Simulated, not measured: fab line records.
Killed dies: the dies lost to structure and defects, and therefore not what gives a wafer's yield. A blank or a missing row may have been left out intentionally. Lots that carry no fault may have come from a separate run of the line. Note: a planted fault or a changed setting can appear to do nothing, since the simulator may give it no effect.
Which tool is to blame? | flow sky130 | Sampling: 13 lots, 39 wafers, 4 of 708 route steps

== WHAT THE GAUGES SHOWED, per wafer ==
SKY_SONOS_TUNNEL_OVL_MEAS_08. Usual: for SONOS_TUNNEL_OVL the level is 1.0 nm and the standard deviation is 1.3.
lot  | measured     | on         | SONOS_TUNNEL_OVL (nm) | flag
L957 | day 11 06:47 | overlay-01 | 1.1 1.1 1.7           |
L958 | day 11 19:10 | overlay-01 | 1.7 0.6 -0.6          |
L960 | day 12 03:46 | overlay-02 | 1.1 2.7 1.9           |
L961 | day 12 16:53 | overlay-01 | 1.9 0.8 1.9           |
L962 | day 13 05:34 | overlay-01 | 2.1 1.3 2.5           |
L963 | day 13 21:50 | overlay-01 | 0.2 0.4 -0.8          |
L964 | day 13 22:08 | overlay-02 | 1.2 2.0 -0.8          |
L966 | day 14 07:38 | overlay-01 | 1.9 1.7 2.4           |
L968 | day 15 03:44 | overlay-01 | 2.6 1.7 4.4           |
L969 | day 15 13:37 | overlay-01 | 0.0 -0.6 -2.7         |
L970 | day 15 22:04 | overlay-02 | 1.8 1.4 0.6           |
L971 | day 15 23:11 | overlay-02 | 3.3 3.4 3.0           |
L977 | day 18 07:11 | overlay-02 | 0.0 0.1 -1.5          |

SKY_CONTACT_CD_MEAS_14 targets a cd of 170 nm. Usual: cd-nm reads 170.3 nm (standard deviation 1.3).
lot  | measured     | on        | cd-nm (nm)        | flag
L957 | day 31 07:46 | cd-sem-01 | 170.7 169.3 170.5 |
L958 | day 31 18:46 | cd-sem-02 | 169.3 170.0 168.9 |
L960 | day 32 07:06 | cd-sem-01 | 171.6 173.0 171.4 |
L961 | day 33 00:51 | cd-sem-01 | 169.7 167.7 169.9 |
L962 | day 33 15:13 | cd-sem-01 | 171.2 170.6 171.8 |
L963 | day 34 03:16 | cd-sem-02 | 169.2 169.4 169.9 |
L964 | day 34 01:20 | cd-sem-01 | 170.2 169.8 169.7 |
L966 | day 34 16:19 | cd-sem-02 | 170.0 169.4 171.5 |
L968 | day 36 00:43 | cd-sem-02 | 169.5 170.9 169.9 |
L969 | day 36 03:40 | cd-sem-02 | 168.9 170.8 168.8 |
L970 | day 36 04:30 | cd-sem-02 | 171.3 170.7 171.3 |
L971 | day 36 05:17 | cd-sem-02 | 171.1 171.7 172.4 |
L977 | day 38 07:05 | cd-sem-02 | 168.5 169.7 170.2 |

SKY_CONTACT_OVL_MEAS_15. Usual: for CONTACT_OVL the level is -4 nm and the standard deviation is 4.4.
lot  | measured     | on         | CONTACT_OVL (nm) | flag
L957 | day 31 07:53 | overlay-01 | -5 -5 -9         |
L958 | day 31 18:53 | overlay-02 | -3 -5 -5         |
L960 | day 32 07:13 | overlay-01 | -7 -7 -4         |
L961 | day 33 00:56 | overlay-01 | -2 -5 -5         |
L962 | day 33 15:20 | overlay-02 | -1 -3 -3         |
L963 | day 34 03:23 | overlay-02 | -1 -2 -6         |
L964 | day 34 01:26 | overlay-01 | -5 -7 -11        |
L966 | day 34 16:26 | overlay-01 | -6 -6 -8         |
L968 | day 36 00:50 | overlay-01 | -5 -11 -8        |
L969 | day 36 03:47 | overlay-01 | -5 -10 -7        |
L970 | day 36 04:37 | overlay-02 | -7 -4 -4         |
L971 | day 36 05:23 | overlay-02 | 4 4 -1           |
L977 | day 38 07:11 | overlay-01 | 1 0 -6           |

== WHICH TOOL RAN EACH LOT (tool, then ch and the chambers of the sampled wafers, then the start) ==
lot  | SKY_NWELL_EXPOSE_07
L957 | iline-stepper-01 ch 0, day 4 04:50
L958 | iline-stepper-01 ch 0, day 4 11:53
L960 | iline-stepper-02 ch 0, day 4 19:41
L961 | iline-stepper-02 ch 0, day 5 04:43
L962 | iline-stepper-01 ch 0, day 5 13:57
L963 | iline-stepper-01 ch 0, day 6 00:41
L964 | iline-stepper-01 ch 0, day 6 01:16
L966 | iline-stepper-02 ch 0, day 6 08:34
L968 | iline-stepper-02 ch 0, day 6 23:14
L969 | iline-stepper-02 ch 0, day 7 03:41
L970 | iline-stepper-02 ch 0, day 7 10:48
L971 | iline-stepper-01 ch 0, day 7 11:06
L977 | iline-stepper-02 ch 0, day 9 03:47
- SKY_NWELL_EXPOSE_07: exposes mask NWM, target cd 840 nm.

== WHAT THE TOOLS THEMSELVES READ (means of the sampled wafers that have a number; where no wafer has one, the mark that the record gives instead) ==
SKY_NWELL_EXPOSE_07. Usual: reticle-temp-C reads 23.00 C (standard deviation 0.11).
lot  | tool             | reticle-temp-C (C) | flag
L957 | iline-stepper-01 | 22.85              |
L958 | iline-stepper-01 | 22.97              |
L960 | iline-stepper-02 | 22.97              |
L961 | iline-stepper-02 | 23.12              |
L962 | iline-stepper-01 | 23.10              |
L963 | iline-stepper-01 | 22.93              |
L964 | iline-stepper-01 | 22.92              |
L966 | iline-stepper-02 | 23.11              |
L968 | iline-stepper-02 | 23.09              |
L969 | iline-stepper-02 | 23.02              |
L970 | iline-stepper-02 | 22.84              |
L971 | iline-stepper-01 | 22.97              |
L977 | iline-stepper-02 | 23.01              |

== THE ANSWER, worked out from the rows above alone ==
Rule: a lot counts as off when the mean over its wafers that have a number is more than 3 standard deviations away from the usual mean. Also off: a lot with no number at a reading for which 4 or more lots have one. Where the step has rows for the other lots, those lots are counted as sound. First the gauges in route order, then the tools' own readings, where a lot's mean is used as printed above. At the first step where some lot is off, the reading lying furthest off is the one used; lots without a number count as furthest.
No lot is off on any of the readings shown, so nothing can be concluded from this.

== WHAT THE SIMULATOR PUT IN ==
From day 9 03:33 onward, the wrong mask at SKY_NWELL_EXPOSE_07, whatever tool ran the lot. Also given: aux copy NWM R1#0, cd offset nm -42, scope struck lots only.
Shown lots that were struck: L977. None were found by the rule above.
